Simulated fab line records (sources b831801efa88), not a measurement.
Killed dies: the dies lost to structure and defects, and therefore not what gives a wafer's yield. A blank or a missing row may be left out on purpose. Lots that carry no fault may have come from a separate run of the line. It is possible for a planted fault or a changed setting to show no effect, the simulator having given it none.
fab line records || flow gf180mcu || part 2 of 2: steps 29 to 40 of 40
record: {"lots": 5, "wafers": 15, "lastDay": 33}
route steps=602 shown HV_LDD@209 NSD@235 PSD@248
lots untouched by any fault: they come from a run of this same line in which no faults occurred
startH: hours from the record's opening day to when the first of the lot's shown wafers began || waitH: how many hours have passed since the lot's step before this one || " the same as in the row above || L1.1+2: a row that stands for several wafers || - value missing, or start not given || * or withheld: withheld || < > ~ a bound
route shown NAME@n: a module of which the file shows steps, and the number in the route of the first || usual: average and standard deviation across the fault-free wafers || same: alike in all rows || chamber/n: place in a boat || sites: per-site readings || _std_site: standard deviation across them || _edge_site: inner sites' mean taken away from outer sites' mean || radiusMm: for every site, how far away it sits from the centre of the wafer || mask NAME#n: copy n || behind: the tool/chamber that last shaped the wafer || hold: cause of the lot's hold/its duration in hours/its outcome || device: names the non-switching transistor (n, p or np) || end of line: tests of these same wafers at the route's end || a step given without rows: its recipe and nothing more || killed: not the wafer's yield, but the dies lost to structure and defects at the first sort || map: a wafer's dies, marking killed ones x, the rest . and places with no die _
set.NAME: the setting the step ran with; set.NAME@STEP: the setting that earlier step ran with || model.NAME: the simulator's own value behind a step, which no gauge read
a table for each step, a row for each wafer; lots at some steps of the route
services: a tool's chamber out of use, with start hour (startH, from the record's first day; less than 0 if before it), hours out, and reason
== steps ==
step: GF_NSD_COAT_02
recipe: {"resist": "NOVOLAK", "spinRpm": 3000, "resistThkNm": 1000}
{"lot.wafer": "L076.2+5+6", "tool": "lithoTrack-04", "chamber": 0, "startH": 294.14, "waitH": 0.1}
{"lot.wafer": "L082.1+2+5", "tool": "lithoTrack-03", "chamber": 0, "startH": 344.67, "waitH": 0.1}
{"lot.wafer": "L084.2+3+5", "tool": "lithoTrack-04", "chamber": 0, "startH": 356.74, "waitH": 0.1}
{"lot.wafer": "L093.2+3+4", "tool": "lithoTrack-04", "chamber": 0, "startH": 432.79, "waitH": 0.1}
{"lot.wafer": "L096.2+4+6", "tool": "lithoTrack-04", "chamber": 0, "startH": 453.89, "waitH": 0.1}
step: GF_NSD_SOFTBAKE_03
recipe: {"tempC": 90, "timeS": 60, "resist": "NOVOLAK"}
{"lot.wafer": "L076.2+5+6", "tool": "lithoTrack-04", "chamber": 0, "startH": 294.29, "waitH": 0.1}
{"lot.wafer": "L082.1+2+5", "tool": "lithoTrack-03", "chamber": 0, "startH": 344.82, "waitH": 0.1}
{"lot.wafer": "L084.2+3+5", "tool": "lithoTrack-04", "chamber": 0, "startH": 356.89, "waitH": 0.1}
{"lot.wafer": "L093.2+3+4", "tool": "lithoTrack-04", "chamber": 0, "startH": 432.94, "waitH": 0.1}
{"lot.wafer": "L096.2+4+6", "tool": "lithoTrack-04", "chamber": 0, "startH": 454.04, "waitH": 0.1}
step: GF_NSD_EXPOSE_04
recipe: {"maskId": "Nplus", "targetCdNm": 400, "na": 0.6, "sourceShape": "conventional", "sigmaOuter": 0.6, "doseMj": 140}
usual: {"stageVelMmS": "500.02/0.27"}
{"lot.wafer": "L076.2", "tool": "ilineStepper-01", "chamber": 0, "startH": "-", "waitH": "-", "mask": "Nplus#0", "stageVelMmS": 500.30}
{"lot.wafer": "L076.5", "tool": "ilineStepper-01", "chamber": 0, "startH": "-", "waitH": "-", "mask": "Nplus#0", "stageVelMmS": 500.26}
{"lot.wafer": "L076.6", "tool": "ilineStepper-01", "chamber": 0, "startH": "-", "waitH": "-", "mask": "Nplus#0", "stageVelMmS": 500.11}
{"lot.wafer": "L082.1", "tool": "ilineStepper-02", "chamber": 0, "startH": "-", "waitH": "-", "mask": "Nplus#0", "stageVelMmS": 500.22}
{"lot.wafer": "L082.2", "tool": "ilineStepper-02", "chamber": 0, "startH": "-", "waitH": "-", "mask": "Nplus#0", "stageVelMmS": 499.99}
{"lot.wafer": "L082.5", "tool": "ilineStepper-02", "chamber": 0, "startH": "-", "waitH": "-", "mask": "Nplus#0", "stageVelMmS": 499.70}
{"lot.wafer": "L084.2", "tool": "ilineStepper-02", "chamber": 0, "startH": "-", "waitH": "-", "mask": "Nplus#0", "stageVelMmS": 500.12}
{"lot.wafer": "L084.3", "tool": "ilineStepper-02", "chamber": 0, "startH": "-", "waitH": "-", "mask": "Nplus#0", "stageVelMmS": 500.14}
{"lot.wafer": "L084.5", "tool": "ilineStepper-02", "chamber": 0, "startH": "-", "waitH": "-", "mask": "Nplus#0", "stageVelMmS": 500.35}
{"lot.wafer": "L093.2", "tool": "ilineStepper-02", "chamber": 0, "startH": "-", "waitH": "-", "mask": "Nplus#0", "stageVelMmS": 499.74}
{"lot.wafer": "L093.3", "tool": "ilineStepper-02", "chamber": 0, "startH": "-", "waitH": "-", "mask": "Nplus#0", "stageVelMmS": 499.59}
{"lot.wafer": "L093.4", "tool": "ilineStepper-02", "chamber": 0, "startH": "-", "waitH": "-", "mask": "Nplus#0", "stageVelMmS": 499.93}
{"lot.wafer": "L096.2", "tool": "ilineStepper-02", "chamber": 0, "startH": "-", "waitH": "-", "mask": "Nplus#0", "stageVelMmS": 500.29}
{"lot.wafer": "L096.4", "tool": "ilineStepper-02", "chamber": 0, "startH": "-", "waitH": "-", "mask": "Nplus#0", "stageVelMmS": 500.39}
{"lot.wafer": "L096.6", "tool": "ilineStepper-02", "chamber": 0, "startH": "-", "waitH": "-", "mask": "Nplus#0", "stageVelMmS": 500.16}
step: GF_NSD_PEB_05
recipe: {"tempC": "withheld", "timeS": "*", "resist": "NOVOLAK"}
{"lot.wafer": "L076.2+5+6", "tool": "lithoTrack-01", "chamber": 0, "startH": "-", "waitH": "-"}
{"lot.wafer": "L082.1+2+5", "tool": "lithoTrack-04", "chamber": 0, "startH": "-", "waitH": "-"}
{"lot.wafer": "L084.2+3+5", "tool": "lithoTrack-04", "chamber": 0, "startH": "-", "waitH": "-"}
{"lot.wafer": "L093.2+3+4", "tool": "lithoTrack-01", "chamber": 0, "startH": "-", "waitH": "-"}
{"lot.wafer": "L096.2+4+6", "tool": "lithoTrack-03", "chamber": 0, "startH": "-", "waitH": "-"}
step: GF_NSD_DEVELOP_06
recipe: {"developTimeS": 60, "devTempC": 23}
{"lot.wafer": "L076.2+5+6", "tool": "lithoTrack-01", "chamber": 0, "startH": 303.86, "waitH": 0.1}
{"lot.wafer": "L082.1+2+5", "tool": "lithoTrack-04", "chamber": 0, "startH": 354.71, "waitH": 0.1}
{"lot.wafer": "L084.2+3+5", "tool": "lithoTrack-04", "chamber": 0, "startH": 368.29, "waitH": 0.1}
{"lot.wafer": "L093.2+3+4", "tool": "lithoTrack-01", "chamber": 0, "startH": 445.45, "waitH": 0.1}
{"lot.wafer": "L096.2+4+6", "tool": "lithoTrack-03", "chamber": 0, "startH": 466.19, "waitH": 0.1}
step: GF_NSD_CD_MEAS_07
recipe: {"targetCdNm": 400}
usual: {"cdNm": "399.5/1.8"}
{"lot.wafer": "L076.2", "tool": "cdSem-02", "chamber": "-", "startH": 304.00, "waitH": 0.1, "cdNm": 397.6}
{"lot.wafer": "L076.5", "tool": "cdSem-02", "chamber": "-", "startH": 304.00, "waitH": 0.1, "cdNm": 398.1}
{"lot.wafer": "L076.6", "tool": "cdSem-02", "chamber": "-", "startH": 304.00, "waitH": 0.1, "cdNm": 399.0}
{"lot.wafer": "L082.1", "tool": "cdSem-02", "chamber": "-", "startH": 354.86, "waitH": 0.1, "cdNm": 401.1}
{"lot.wafer": "L082.2", "tool": "cdSem-02", "chamber": "-", "startH": 354.86, "waitH": 0.1, "cdNm": 399.8}
{"lot.wafer": "L082.5", "tool": "cdSem-02", "chamber": "-", "startH": 354.86, "waitH": 0.1, "cdNm": 400.0}
{"lot.wafer": "L084.2", "tool": "cdSem-02", "chamber": "-", "startH": 368.43, "waitH": 0.1, "cdNm": 397.7}
{"lot.wafer": "L084.3", "tool": "cdSem-02", "chamber": "-", "startH": 368.43, "waitH": 0.1, "cdNm": 397.7}
{"lot.wafer": "L084.5", "tool": "cdSem-02", "chamber": "-", "startH": 368.43, "waitH": 0.1, "cdNm": 396.8}
{"lot.wafer": "L093.2", "tool": "cdSem-02", "chamber": "-", "startH": 445.60, "waitH": 0.1, "cdNm": 396.9}
{"lot.wafer": "L093.3", "tool": "cdSem-02", "chamber": "-", "startH": 445.60, "waitH": 0.1, "cdNm": 399.0}
{"lot.wafer": "L093.4", "tool": "cdSem-02", "chamber": "-", "startH": 445.60, "waitH": 0.1, "cdNm": 398.7}
{"lot.wafer": "L096.2", "tool": "cdSem-01", "chamber": "-", "startH": 466.34, "waitH": 0.1, "cdNm": 396.6}
{"lot.wafer": "L096.4", "tool": "cdSem-01", "chamber": "-", "startH": 466.34, "waitH": 0.1, "cdNm": 397.4}
{"lot.wafer": "L096.6", "tool": "cdSem-01", "chamber": "-", "startH": 466.34, "waitH": 0.1, "cdNm": 395.3}
step: GF_NSD_OVL_MEAS_08
usual: {"NSD_OVL": "-0.1/1.4"}
{"lot.wafer": "L076.2", "tool": "overlay-02", "chamber": "-", "startH": 304.11, "waitH": 0.1, "NSD_OVL[nm]": 0.7}
{"lot.wafer": "L076.5", "tool": "overlay-02", "chamber": "-", "startH": 304.11, "waitH": 0.1, "NSD_OVL[nm]": -0.6}
{"lot.wafer": "L076.6", "tool": "overlay-02", "chamber": "-", "startH": 304.11, "waitH": 0.1, "NSD_OVL[nm]": 0.5}
{"lot.wafer": "L082.1", "tool": "overlay-01", "chamber": "-", "startH": 354.98, "waitH": 0.1, "NSD_OVL[nm]": -1.3}
{"lot.wafer": "L082.2", "tool": "overlay-01", "chamber": "-", "startH": 354.98, "waitH": 0.1, "NSD_OVL[nm]": 0.0}
{"lot.wafer": "L082.5", "tool": "overlay-01", "chamber": "-", "startH": 354.98, "waitH": 0.1, "NSD_OVL[nm]": 0.0}
{"lot.wafer": "L084.2", "tool": "overlay-02", "chamber": "-", "startH": 368.54, "waitH": 0.1, "NSD_OVL[nm]": -1.2}
{"lot.wafer": "L084.3", "tool": "overlay-02", "chamber": "-", "startH": 368.54, "waitH": 0.1, "NSD_OVL[nm]": -1.2}
{"lot.wafer": "L084.5", "tool": "overlay-02", "chamber": "-", "startH": 368.54, "waitH": 0.1, "NSD_OVL[nm]": -1.5}
{"lot.wafer": "L093.2", "tool": "overlay-02", "chamber": "-", "startH": 445.70, "waitH": 0.1, "NSD_OVL[nm]": -1.9}
{"lot.wafer": "L093.3", "tool": "overlay-02", "chamber": "-", "startH": 445.70, "waitH": 0.1, "NSD_OVL[nm]": 0.0}
{"lot.wafer": "L093.4", "tool": "overlay-02", "chamber": "-", "startH": 445.70, "waitH": 0.1, "NSD_OVL[nm]": -1.2}
{"lot.wafer": "L096.2", "tool": "overlay-02", "chamber": "-", "startH": 466.45, "waitH": 0.1, "NSD_OVL[nm]": 0.3}
{"lot.wafer": "L096.4", "tool": "overlay-02", "chamber": "-", "startH": 466.45, "waitH": 0.1, "NSD_OVL[nm]": 1.3}
{"lot.wafer": "L096.6", "tool": "overlay-02", "chamber": "-", "startH": 466.45, "waitH": 0.1, "NSD_OVL[nm]": 2.5}
step: GF_NSD_IMPLANT_09
recipe: {"species": "As", "energyKev": 60, "doseCm2": 4e+15, "tiltDeg": 7}
usual: {"endStationPressureTorr": "1.43e-05/1.1e-06"}
{"lot.wafer": "L076.2", "tool": "implanter-03", "chamber": 0, "startH": 304.16, "waitH": 0.0, "endStationPressureTorr": 1.29e-05}
{"lot.wafer": "L076.5", "tool": "implanter-03", "chamber": 0, "startH": 304.16, "waitH": 0.0, "endStationPressureTorr": 1.39e-05}
{"lot.wafer": "L076.6", "tool": "implanter-03", "chamber": 0, "startH": 304.16, "waitH": 0.0, "endStationPressureTorr": 1.39e-05}
{"lot.wafer": "L082.1", "tool": "implanter-04", "chamber": 0, "startH": 355.02, "waitH": 0.0, "endStationPressureTorr": 1.38e-05}
{"lot.wafer": "L082.2", "tool": "implanter-04", "chamber": 0, "startH": 355.02, "waitH": 0.0, "endStationPressureTorr": 1.24e-05}
{"lot.wafer": "L082.5", "tool": "implanter-04", "chamber": 0, "startH": 355.02, "waitH": 0.0, "endStationPressureTorr": 1.27e-05}
{"lot.wafer": "L084.2", "tool": "implanter-04", "chamber": 0, "startH": 368.59, "waitH": 0.0, "endStationPressureTorr": 1.38e-05}
{"lot.wafer": "L084.3", "tool": "implanter-04", "chamber": 0, "startH": 368.59, "waitH": 0.0, "endStationPressureTorr": 1.36e-05}
{"lot.wafer": "L084.5", "tool": "implanter-04", "chamber": 0, "startH": 368.59, "waitH": 0.0, "endStationPressureTorr": 1.52e-05}
{"lot.wafer": "L093.2", "tool": "implanter-03", "chamber": 0, "startH": 445.76, "waitH": 0.0, "endStationPressureTorr": 1.35e-05}
{"lot.wafer": "L093.3", "tool": "implanter-03", "chamber": 0, "startH": 445.76, "waitH": 0.0, "endStationPressureTorr": 1.38e-05}
{"lot.wafer": "L093.4", "tool": "implanter-03", "chamber": 0, "startH": 445.76, "waitH": 0.0, "endStationPressureTorr": 1.44e-05}
{"lot.wafer": "L096.2", "tool": "implanter-02", "chamber": 0, "startH": 466.50, "waitH": 0.0, "endStationPressureTorr": 1.61e-05}
{"lot.wafer": "L096.4", "tool": "implanter-02", "chamber": 0, "startH": 466.50, "waitH": 0.0, "endStationPressureTorr": 1.55e-05}
{"lot.wafer": "L096.6", "tool": "implanter-02", "chamber": 0, "startH": 466.50, "waitH": 0.0, "endStationPressureTorr": 1.55e-05}
step: GF_NSD_IMPLANT_10
recipe: {"species": "P", "energyKev": 40, "doseCm2": 5e+14, "tiltDeg": 7}
usual: {"endStationPressureTorr": "7.3e-06/3.2e-07"}
{"lot.wafer": "L076.2", "tool": "implanter-03", "chamber": 0, "startH": 304.31, "waitH": 0.1, "endStationPressureTorr": 7.2e-06}
{"lot.wafer": "L076.5", "tool": "implanter-03", "chamber": 0, "startH": 304.31, "waitH": 0.1, "endStationPressureTorr": 7.8e-06}
{"lot.wafer": "L076.6", "tool": "implanter-03", "chamber": 0, "startH": 304.31, "waitH": 0.1, "endStationPressureTorr": 7.3e-06}
{"lot.wafer": "L082.1", "tool": "implanter-04", "chamber": 0, "startH": 355.17, "waitH": 0.1, "endStationPressureTorr": 7.9e-06}
{"lot.wafer": "L082.2", "tool": "implanter-04", "chamber": 0, "startH": 355.17, "waitH": 0.1, "endStationPressureTorr": 7e-06}
{"lot.wafer": "L082.5", "tool": "implanter-04", "chamber": 0, "startH": 355.17, "waitH": 0.1, "endStationPressureTorr": 7.2e-06}
{"lot.wafer": "L084.2", "tool": "implanter-04", "chamber": 0, "startH": 368.74, "waitH": 0.1, "endStationPressureTorr": 7.1e-06}
{"lot.wafer": "L084.3", "tool": "implanter-04", "chamber": 0, "startH": 368.74, "waitH": 0.1, "endStationPressureTorr": 6.8e-06}
{"lot.wafer": "L084.5", "tool": "implanter-04", "chamber": 0, "startH": 368.74, "waitH": 0.1, "endStationPressureTorr": 7.5e-06}
{"lot.wafer": "L093.2", "tool": "implanter-03", "chamber": 0, "startH": 445.91, "waitH": 0.1, "endStationPressureTorr": 7.3e-06}
{"lot.wafer": "L093.3", "tool": "implanter-03", "chamber": 0, "startH": 445.91, "waitH": 0.1, "endStationPressureTorr": 7.1e-06}
{"lot.wafer": "L093.4", "tool": "implanter-03", "chamber": 0, "startH": 445.91, "waitH": 0.1, "endStationPressureTorr": 7e-06}
{"lot.wafer": "L096.2", "tool": "implanter-02", "chamber": 0, "startH": 466.65, "waitH": 0.1, "endStationPressureTorr": 7.4e-06}
{"lot.wafer": "L096.4", "tool": "implanter-02", "chamber": 0, "startH": 466.65, "waitH": 0.1, "endStationPressureTorr": 7.8e-06}
{"lot.wafer": "L096.6", "tool": "implanter-02", "chamber": 0, "startH": 466.65, "waitH": 0.1, "endStationPressureTorr": 7.5e-06}
step: GF_NSD_STRIP_11
recipe: {"chemistry": "O2/N2", "powerW": 1400, "pressureMtorr": 1500, "platenTempC": 250, "o2FlowSccm": 3000, "n2FlowSccm": 300, "overashFraction": 0.5}
usual: {"drypumpMotorCurrentA": "5.75/0.25", "heaterPowerW": "324/24", "oesProductAu": "0.487/0.0048", "stripTimeToEndpointS": "22.96/0.035"}
{"lot.wafer": "L076.2", "tool": "plasmaAsher-04", "chamber": 0, "startH": 304.44, "waitH": 0.1, "drypumpMotorCurrentA": 5.81, "heaterPowerW": 310, "oesProductAu": 0.480, "rfHoursCounterH": 53, "stripTimeToEndpointS": 22.98}
{"lot.wafer": "L076.5", "tool": "plasmaAsher-04", "chamber": 1, "startH": 304.44, "waitH": 0.1, "drypumpMotorCurrentA": 5.70, "heaterPowerW": 346, "oesProductAu": 0.484, "rfHoursCounterH": "-", "stripTimeToEndpointS": 22.95}
{"lot.wafer": "L076.6", "tool": "plasmaAsher-04", "chamber": 0, "startH": 304.44, "waitH": 0.1, "drypumpMotorCurrentA": 5.82, "heaterPowerW": 313, "oesProductAu": 0.492, "rfHoursCounterH": "-", "stripTimeToEndpointS": 22.94}
{"lot.wafer": "L082.1", "tool": "plasmaAsher-02", "chamber": 1, "startH": 355.32, "waitH": 0.1, "drypumpMotorCurrentA": 5.22, "heaterPowerW": 281, "oesProductAu": 0.485, "rfHoursCounterH": 25, "stripTimeToEndpointS": 22.92}
{"lot.wafer": "L082.2", "tool": "plasmaAsher-02", "chamber": 0, "startH": 355.32, "waitH": 0.1, "drypumpMotorCurrentA": 6.15, "heaterPowerW": 322, "oesProductAu": 0.482, "rfHoursCounterH": 25, "stripTimeToEndpointS": 22.93}
{"lot.wafer": "L082.5", "tool": "plasmaAsher-02", "chamber": 1, "startH": 355.32, "waitH": 0.1, "drypumpMotorCurrentA": 5.17, "heaterPowerW": 284, "oesProductAu": 0.487, "rfHoursCounterH": "-", "stripTimeToEndpointS": 22.95}
{"lot.wafer": "L084.2", "tool": "plasmaAsher-03", "chamber": 1, "startH": 368.87, "waitH": 0.1, "drypumpMotorCurrentA": 5.86, "heaterPowerW": 367, "oesProductAu": 0.491, "rfHoursCounterH": 65, "stripTimeToEndpointS": 22.92}
{"lot.wafer": "L084.3", "tool": "plasmaAsher-03", "chamber": 0, "startH": 368.87, "waitH": 0.1, "drypumpMotorCurrentA": 5.79, "heaterPowerW": 306, "oesProductAu": 0.489, "rfHoursCounterH": "-", "stripTimeToEndpointS": 22.87}
{"lot.wafer": "L084.5", "tool": "plasmaAsher-03", "chamber": 0, "startH": 368.87, "waitH": 0.1, "drypumpMotorCurrentA": 5.80, "heaterPowerW": 311, "oesProductAu": 0.484, "rfHoursCounterH": "-", "stripTimeToEndpointS": 22.94}
{"lot.wafer": "L093.2", "tool": "plasmaAsher-03", "chamber": 1, "startH": 446.03, "waitH": 0.1, "drypumpMotorCurrentA": 5.85, "heaterPowerW": 354, "oesProductAu": 0.497, "rfHoursCounterH": 73, "stripTimeToEndpointS": 22.97}
{"lot.wafer": "L093.3", "tool": "plasmaAsher-03", "chamber": 1, "startH": 446.03, "waitH": 0.1, "drypumpMotorCurrentA": 5.81, "heaterPowerW": 365, "oesProductAu": 0.478, "rfHoursCounterH": "-", "stripTimeToEndpointS": 22.96}
{"lot.wafer": "L093.4", "tool": "plasmaAsher-03", "chamber": 0, "startH": 446.03, "waitH": 0.1, "drypumpMotorCurrentA": 5.76, "heaterPowerW": 313, "oesProductAu": 0.483, "rfHoursCounterH": "-", "stripTimeToEndpointS": 22.95}
{"lot.wafer": "L096.2", "tool": "plasmaAsher-04", "chamber": 1, "startH": 466.78, "waitH": 0.1, "drypumpMotorCurrentA": 5.71, "heaterPowerW": 331, "oesProductAu": 0.492, "rfHoursCounterH": 72, "stripTimeToEndpointS": 22.97}
{"lot.wafer": "L096.4", "tool": "plasmaAsher-04", "chamber": 0, "startH": 466.78, "waitH": 0.1, "drypumpMotorCurrentA": 5.81, "heaterPowerW": 313, "oesProductAu": 0.485, "rfHoursCounterH": "-", "stripTimeToEndpointS": 22.99}
{"lot.wafer": "L096.6", "tool": "plasmaAsher-04", "chamber": 1, "startH": 466.78, "waitH": 0.1, "drypumpMotorCurrentA": 5.69, "heaterPowerW": 347, "oesProductAu": 0.493, "rfHoursCounterH": "-", "stripTimeToEndpointS": 22.95}
step: GF_NSD_TW_MEAS_12
usual: {"NSD_TW": "4234/31"}
{"lot.wafer": "L076.2", "tool": "filmMetro-04", "chamber": "-", "startH": 304.55, "waitH": 0.1, "NSD_TW": 4232}
{"lot.wafer": "L076.5", "tool": "filmMetro-04", "chamber": "-", "startH": 304.55, "waitH": 0.1, "NSD_TW": 4240}
{"lot.wafer": "L076.6", "tool": "filmMetro-04", "chamber": "-", "startH": 304.55, "waitH": 0.1, "NSD_TW": 4245}
{"lot.wafer": "L082.1", "tool": "filmMetro-01", "chamber": "-", "startH": 355.42, "waitH": 0.1, "NSD_TW": 4273}
{"lot.wafer": "L082.2", "tool": "filmMetro-01", "chamber": "-", "startH": 355.42, "waitH": 0.1, "NSD_TW": 4258}
{"lot.wafer": "L082.5", "tool": "filmMetro-01", "chamber": "-", "startH": 355.42, "waitH": 0.1, "NSD_TW": 4274}
{"lot.wafer": "L084.2", "tool": "filmMetro-01", "chamber": "-", "startH": 368.98, "waitH": 0.1, "NSD_TW": 4231}
{"lot.wafer": "L084.3", "tool": "filmMetro-01", "chamber": "-", "startH": 368.98, "waitH": 0.1, "NSD_TW": 4264}
{"lot.wafer": "L084.5", "tool": "filmMetro-01", "chamber": "-", "startH": 368.98, "waitH": 0.1, "NSD_TW": 4272}
{"lot.wafer": "L093.2", "tool": "filmMetro-04", "chamber": "-", "startH": 446.14, "waitH": 0.1, "NSD_TW": 4216}
{"lot.wafer": "L093.3", "tool": "filmMetro-04", "chamber": "-", "startH": 446.14, "waitH": 0.1, "NSD_TW": 4237}
{"lot.wafer": "L093.4", "tool": "filmMetro-04", "chamber": "-", "startH": 446.14, "waitH": 0.1, "NSD_TW": 4222}
{"lot.wafer": "L096.2", "tool": "filmMetro-03", "chamber": "-", "startH": 466.89, "waitH": 0.1, "NSD_TW": 4242}
{"lot.wafer": "L096.4", "tool": "filmMetro-03", "chamber": "-", "startH": 466.89, "waitH": 0.1, "NSD_TW": 4230}
{"lot.wafer": "L096.6", "tool": "filmMetro-03", "chamber": "-", "startH": 466.89, "waitH": 0.1, "NSD_TW": 4229}
step: GF_PSD_DEHYDRATE_00
recipe: {"tempC": 200, "timeS": 60}
{"lot.wafer": "L076.2+5+6", "tool": "lithoTrack-02", "chamber": 0, "startH": 314.08, "waitH": 9.5}
{"lot.wafer": "L082.1+2+5", "tool": "lithoTrack-02", "chamber": 0, "startH": 366.35, "waitH": 10.9}
{"lot.wafer": "L084.2+3+5", "tool": "lithoTrack-02", "chamber": 0, "startH": 379.63, "waitH": 10.6}
{"lot.wafer": "L093.2+3+4", "tool": "lithoTrack-04", "chamber": 0, "startH": 457.69, "waitH": 11.5}
{"lot.wafer": "L096.2+4+6", "tool": "lithoTrack-01", "chamber": 0, "startH": 478.60, "waitH": 11.7}
== services ==
{"tool": "rieDiel-01", "chamber": "-", "startH": 240.56, "hours": 0.7, "kind": "repair"}
{"tool": "plasmaAsher-01", "chamber": "-", "startH": 246.30, "hours": 4.7, "kind": "repair"}
{"tool": "plasmaAsher-02", "chamber": "-", "startH": 257.19, "hours": 14.6, "kind": "pm"}
{"tool": "rtpAnneal-02", "chamber": "-", "startH": 257.71, "hours": 3.9, "kind": "pm"}
{"tool": "ilineStepper-02", "chamber": "-", "startH": 260.60, "hours": 9.8, "kind": "repair"}
{"tool": "lpcvd-01", "chamber": "-", "startH": 263.55, "hours": 2.8, "kind": "pm"}
{"tool": "rieDiel-01", "chamber": 1, "startH": 266.51, "hours": 10.5, "kind": "repair"}
{"tool": "plasmaAsher-02", "chamber": "-", "startH": 275.41, "hours": 2.8, "kind": "repair"}
{"tool": "implanter-03", "chamber": "-", "startH": 296.74, "hours": 0.5, "kind": "repair"}
{"tool": "lpcvd-01", "chamber": "-", "startH": 316.53, "hours": 1.2, "kind": "repair"}
{"tool": "ilineStepper-02", "chamber": "-", "startH": 349.51, "hours": 1.7, "kind": "pm"}
{"tool": "ilineStepper-02", "chamber": "-", "startH": 362.24, "hours": 4.4, "kind": "pm"}
{"tool": "implanter-04", "chamber": "-", "startH": 374.45, "hours": 2.9, "kind": "pm"}
{"tool": "implanter-04", "chamber": "-", "startH": 377.39, "hours": 3.1, "kind": "pm"}
{"tool": "plasmaAsher-04", "chamber": "-", "startH": 379.11, "hours": 3.7, "kind": "repair"}
{"tool": "implanter-03", "chamber": "-", "startH": 383.42, "hours": 2.5, "kind": "repair"}
{"tool": "implanter-03", "chamber": "-", "startH": 420.39, "hours": 5.7, "kind": "pm"}
{"tool": "plasmaAsher-01", "chamber": "-", "startH": 421.33, "hours": 9.0, "kind": "pm"}
{"tool": "ilineStepper-02", "chamber": "-", "startH": 427.48, "hours": 3.2, "kind": "repair"}
{"tool": "plasmaAsher-04", "chamber": "-", "startH": 441.86, "hours": 0.8, "kind": "repair"}
{"tool": "implanter-04", "chamber": "-", "startH": 447.54, "hours": 2.7, "kind": "repair"}
{"tool": "implanter-02", "chamber": "-", "startH": 447.89, "hours": 2.9, "kind": "repair"}
{"tool": "implanter-02", "chamber": "-", "startH": 450.82, "hours": 1.1, "kind": "repair"}
{"tool": "implanter-02", "chamber": "-", "startH": 454.11, "hours": 3.0, "kind": "repair"}
